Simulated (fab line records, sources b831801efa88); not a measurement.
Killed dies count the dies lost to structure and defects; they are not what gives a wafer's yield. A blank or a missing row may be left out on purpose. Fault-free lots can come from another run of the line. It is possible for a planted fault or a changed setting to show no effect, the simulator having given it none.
Which tool is to blame? -- flow sky130 -- Sampling: 11 lots, 33 wafers, 2 of 708 route steps

WHAT THE GAUGES SHOWED, per wafer
SKY_CONTACT_THK_MEAS_03.
lot,measured,on,CONTACT_HDPCVD_THK (nm)
L939,day 31 08:12,film_metro-02,566 568 555
L938,day 31 09:18,film_metro-01,559 556 564
L940,day 31 13:48,film_metro-03,563 563 560
L942,day 33 11:25,film_metro-02,564 573 573
L944,day 33 12:03,film_metro-01,581 569 579
L943,day 33 13:35,film_metro-01,555 567 548
L947,day 33 22:48,film_metro-01,569 573 572
L953,day 35 17:20,film_metro-01,553 561 562
L954,day 36 08:44,film_metro-01,564 560 561
L955,day 36 11:50,film_metro-01,563 565 565
L957,day 37 00:03,film_metro-01,558 565 561

WHICH TOOL RAN EACH LOT (tool, then ch and the chambers of the sampled wafers, then the start)
lot,SKY_LOCAL_INTERCONNECT_METAL_ETCH_14
L939,"rie_metal-02 ch 0,1, day 31 07:21"
L938,"rie_metal-04 ch 0,1, day 31 08:29"
L940,"rie_metal-04 ch 0,1, day 31 12:59"
L942,"rie_metal-04 ch 0,1, day 33 10:32"
L944,"rie_metal-01 ch 0,1, day 33 11:09"
L943,"rie_metal-02 ch 0,1, day 33 12:44"
L947,"rie_metal-02 ch 1, day 33 21:53"
L953,"rie_metal-04 ch 0, day 35 16:29"
L954,"rie_metal-01 ch 0,1, day 36 07:56"
L955,"rie_metal-01 ch 0,1, day 36 10:59"
L957,"rie_metal-04 ch 0, day 36 23:12"
- SKY_LOCAL_INTERCONNECT_METAL_ETCH_14: etches TiN in Cl2/BCl3, stops on PSG, target depth 110 nm, time 31.4 s.

THE ANSWER, worked out from the rows above alone
Rule: the lots themselves supply what counts as usual. The widest of any qualifying gaps counts: lots, ordered by their means at a reading, are off when they make up no more than a third of the lots, leave a main group of 4 or more, and stand apart from it by 3 or more times the standard deviation of that group's means. If all means in a main group match to the digits the tables above print for the reading, that group is not used. Also off: a lot with no number at a reading for which 4 or more lots have one. Any other lot the step has rows for is counted as sound.
Across all readings shown, no lot is off: no conclusion can be drawn from this.

WHAT THE SIMULATOR PUT IN
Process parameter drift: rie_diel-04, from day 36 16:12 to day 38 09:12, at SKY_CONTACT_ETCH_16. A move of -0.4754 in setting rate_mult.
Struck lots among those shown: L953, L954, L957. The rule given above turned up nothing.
